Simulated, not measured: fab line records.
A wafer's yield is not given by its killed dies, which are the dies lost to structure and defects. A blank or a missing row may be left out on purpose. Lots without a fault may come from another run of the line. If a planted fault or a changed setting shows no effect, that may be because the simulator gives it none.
A struck lot beside a sound one || flow gf180mcu || 18 out of 602 route steps
Sound: the wafers L639.1, L639.3, L639.6. Struck: wafers L646.1, L646.3, L646.4. The cause comes at the end.
Each step with rows lists, per side, the tool, then ch with its chambers, then its first start. Under that, the readings that differ: sound wafers || struck wafers || difference of the means || sigmas: that difference in standard deviations of wafers without a fault.
alike: a reading whose means differ by less than 2 such deviations, as well as words and numbers matching on both sides. not compared: withheld readings; readings where some wafer has no value; bounds like >300 that might hide an equal value; numbers whose values overlap and for which the record gives no deviation.
Wherever a step has rows on one side only, a row that says differs or no value, or a row with sigmas, the two part there. Numbers that don't overlap but have no deviation are shown without sigmas and don't part them. Lack of a reading on every wafer of one side parts them only where that side has two or more wafers.

first, 1 step without rows for these wafers: GF_DUAL_GATE_DEVELOP_10 (develop time 60 s).
GF_DUAL_GATE_OVL_MEAS_11:
  struck on overlay-02, day 10 23:29; sound on overlay-02, day 8 23:38
  alike: DUAL_GATE_OVL
then, 1 step without rows for these wafers: GF_DUAL_GATE_WET_ETCH_12 (etches SiO2 in dHF, target depth 13 nm, time 260 s).
GF_DUAL_GATE_STRIP_13: strips in O2/N2.
  sound on plasma_asher-03 ch 0,1, day 8 23:45; struck on plasma_asher-02 ch 0,1, day 10 23:37
  alike: chamber_pressure_mTorr, drypump_motor_current_A, heater_power_w, o2_flow_sccm, oes_product_au, strip_time_to_endpoint_s
  not compared: rf_hours_counter_h
then, 3 steps without rows for these wafers: GF_DUAL_GATE_CLEAN_14 (cleans in SC1/SC2, time 150 s); GF_DUAL_GATE_OXIDATION_15 (stabilise 600 s, purge 300 s, target thk 7.098 nm); GF_POLY_GATE_CVD_00 (deposits poly-Si, target thk 200 nm, time 1200 s).
GF_POLY_GATE_THK_MEAS_01:
  struck on film_metro-04, day 11 03:40; sound on film_metro-03, day 9 04:01
  alike: POLY_GATE_CVD_00_THK
then, 4 steps without rows for these wafers: GF_POLY_GATE_DEHYDRATE_02 (time 60 s); GF_POLY_GATE_HMDS_03 (prime time 60 s); GF_POLY_GATE_COAT_04; GF_POLY_GATE_COAT_05 (resist thk 700 nm).
GF_POLY_GATE_SOFTBAKE_06: time 60 s.
  sound on litho_track-04 ch 0, day 9 12:00; struck on litho_track-01 ch 0, day 11 12:00
{"reading": "heater_power_total_W (W)", "sound": "93.06 93.01 93.15", "struck": "106.23 106.33 106.18", "difference": "+13.17", "sigmas": "+99 or more"}
{"reading": "plate_temp_C (C)", "sound": "130.21 130.09 130.20", "struck": "143.96 143.89 143.89", "difference": "+13.75", "sigmas": "+98"}
{"reading": "model.KrF_of_POLY_GATE_COAT_05.thk_nm (nm)", "sound": "696.9 695 696.5", "struck": "691 688.8 688.5", "difference": -7, "sigmas": ""}
then, 2 steps without rows for these wafers: GF_POLY_GATE_EXPOSE_07 (exposes mask Poly2, target cd 280 nm); GF_POLY_GATE_PEB_08 (peb time 90 s).
GF_POLY_GATE_DEVELOP_09: develop time 60 s.
  sound on litho_track-01 ch 0, day 9 21:07; struck on litho_track-04 ch 0, day 11 22:02
{"reading": "model.KrF_of_POLY_GATE_COAT_05.thk_nm (nm)", "sound": "682 680.1 681.5", "struck": "676.3 674.1 673.8", "difference": -6.5, "sigmas": ""}
GF_POLY_GATE_CD_MEAS_10: the cd target is 280 nm.
  struck on cd_sem-01, day 11 22:29; sound on cd_sem-02, day 9 21:16
{"reading": "cd_nm (nm)", "sound": "278.2 277.8 278.2", "struck": "227.8 227.2 227.7", "difference": -50.5, "sigmas": -46}
  not compared: hold
GF_PASSIVATION_PROBE_99:
  the record has rows for the sound wafers here (prober-01, day 29 17:23) and none for the struck ones

== WHERE THEY PART ==
Last at GF_PASSIVATION_PROBE_99 as far as this record goes, first at GF_POLY_GATE_SOFTBAKE_06.

WHY: the cause the simulator had injected
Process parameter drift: litho_track-01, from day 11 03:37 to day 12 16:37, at GF_POLY_GATE_SOFTBAKE_06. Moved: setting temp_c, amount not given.
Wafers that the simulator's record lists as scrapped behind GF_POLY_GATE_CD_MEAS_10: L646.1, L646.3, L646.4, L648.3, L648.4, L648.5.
